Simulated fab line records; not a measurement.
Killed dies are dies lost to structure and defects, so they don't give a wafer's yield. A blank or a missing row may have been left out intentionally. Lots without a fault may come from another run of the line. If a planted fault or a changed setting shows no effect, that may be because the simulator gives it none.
The same fault as seen by 2 desks | flow gf180mcu | every desk sees just its own numbers, and what lay behind them comes last

== FOR THE TOOL OWNER'S DESK: pecvd-01 ==
The tool's own readings at GF_PASSIVATION_CVD_00 (deposits SiO2 from TEOS, target thk 1000 nm, time 111.95 s): means of the sampled wafers that have a number, for each lot that ran on this tool. The brackets show how far a lot's mean lies from the usual mean; more than 4 standard deviations puts the lot out of limits, marked OUT.
Columns: A = heater power w at GF_PASSIVATION_CVD_00, usual 662 W
lot  | first seen here | A
L533 | day 29 03:47    | 710
L534 | day 29 04:39    | 705
L540 | day 31 00:04    | 611
L541 | day 31 05:32    | 534
L542 | day 31 16:49    | 614
L547 | day 32 17:07    | 650
L550 | day 33 11:18    | 618
L553 | day 33 23:15    | 620
Finding of this desk: none of the 8 lots has anything out of limits.

== AT THE METROLOGY DESK ==
What the gauges read, lot by lot, whatever tool the lot ran on: means of the sampled wafers that have a number. The brackets show how far a lot's mean lies from the usual mean; more than 4 standard deviations puts the lot out of limits, marked OUT.
Columns: A = V4_W_RS at GF_V4_RS_MEAS_24, usual 0.330 ohm/sq; B = M5_OVL at GF_M5_OVL_MEAS_08, usual -2 nm; C = PASSIVATION_CVD_00_THK at GF_PASSIVATION_THK_MEAS_01, usual 999 nm
lot  | first seen here | A     | B  | C
L531 | day 24 17:07    | 0.335 | 10 | 994
L532 | day 24 18:46    | 0.326 | 1  | 999
L533 | day 25 14:42    | 0.329 | -5 | 994
L534 | day 25 15:31    | 0.331 | -5 | 1013
L536 | day 26 03:02    | 0.333 | -5 | 1005
L540 | day 27 15:01    | 0.328 | -3 | 997
L541 | day 27 18:45    | 0.330 | 1  | 997
L542 | day 28 10:14    | 0.324 | -4 | 989
L547 | day 29 13:10    | 0.323 | -8 | 988
L550 | day 30 07:36    | 0.330 | -5 | 1273 (+20) OUT
L553 | day 31 02:01    | 0.332 | -1 | 1264 (+19) OUT
L554 | day 31 19:50    | 0.336 | 5  | 989
This desk's finding: out of limits on L550, L553; first on L550, day 33 11:23 (PASSIVATION_CVD_00_THK at GF_PASSIVATION_THK_MEAS_01). L531, L532, L533, L534, L536, L540, L541, L542, L547, L554 stayed within limits.

== PUT TOGETHER ==
On L550, L553, the metrology desk was in a position to raise an alarm at day 33 11:23.
The tool owner's desk saw nothing out of limits.
On record at the tool owner's desk: L550, L553, within its limits.
GF_PASSIVATION_CVD_00 was run on pecvd-01 by each of the lots named.

== WHAT WAS PUT IN BY THE SIMULATOR ==
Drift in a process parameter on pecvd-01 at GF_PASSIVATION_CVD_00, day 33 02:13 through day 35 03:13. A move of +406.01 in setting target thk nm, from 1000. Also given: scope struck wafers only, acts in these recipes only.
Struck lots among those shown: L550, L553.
Time in hours between the start of the fault and the first out-of-limits reading at each desk: metrology desk, 9.
